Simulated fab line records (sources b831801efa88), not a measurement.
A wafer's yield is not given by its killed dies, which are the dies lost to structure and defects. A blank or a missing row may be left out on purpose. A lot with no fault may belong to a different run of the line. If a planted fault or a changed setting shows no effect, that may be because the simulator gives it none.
Matching of chambers -- flow gf180mcu -- 4 sister chambers for GF_V4_CMP_04 on cmp-01
The step polishes SiO2. 4 wafers are shown with their chamber, then 12 later ones without.

WAFERS, EACH WITH ITS CHAMBER
wafer,chamber,motor-current-A (A)
L090.4,2,11.4
L093.1,1,11.6
L093.3,3,11.1
L093.6,0,12.3

WAFERS WHOSE CHAMBER IS MISSING
wafer,motor-current-A (A)
L094.1,11.9
L094.4,10.7
L094.5,12.0
L095.1,11.3
L095.3,12.3
L095.4,11.1
L096.2,11.2
L096.4,11.8
L096.5,11.1
L097.1,11.8
L097.2,11.2
L097.6,11.4

EACH ONE'S CHAMBER
wafer,from the rows above,in truth
L094.1,can't be placed: 1 or 0 or 2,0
L094.4,can't be placed: 3 or 2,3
L094.5,can't be placed: 0 or 1 or 2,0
L095.1,can't be placed: 2 or 3 or 1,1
L095.3,0,0
L095.4,can't be placed: 3 or 2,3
L096.2,can't be placed: 3 or 2 or 1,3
L096.4,can't be placed: 1 or 2 or 0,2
L096.5,can't be placed: 3 or 2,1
L097.1,can't be placed: 1 or 2 or 0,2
L097.2,can't be placed: 3 or 2 or 1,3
L097.6,can't be placed: 2 or 1 or 3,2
Placed correctly: 1 of 12. From these rows, 11 cannot be placed; in 10 the true chamber is one of the candidates. Wrongly placed: 0.
How it was worked out, from the rows above alone: a wafer's distance from a chamber is the root of the sum, over the readings, of the square of ((its reading less the chamber's mean) divided by the reading's scatter). If the next closest chamber is less than 2 further off than the closest, the wafer can't be placed; otherwise it belongs to the closest. Each chamber's mean is taken over the wafers shown for it. The scatter (one wafer shown for each chamber): square how far every hidden wafer sits from the nearest shown wafer, average those squares and take the square root.
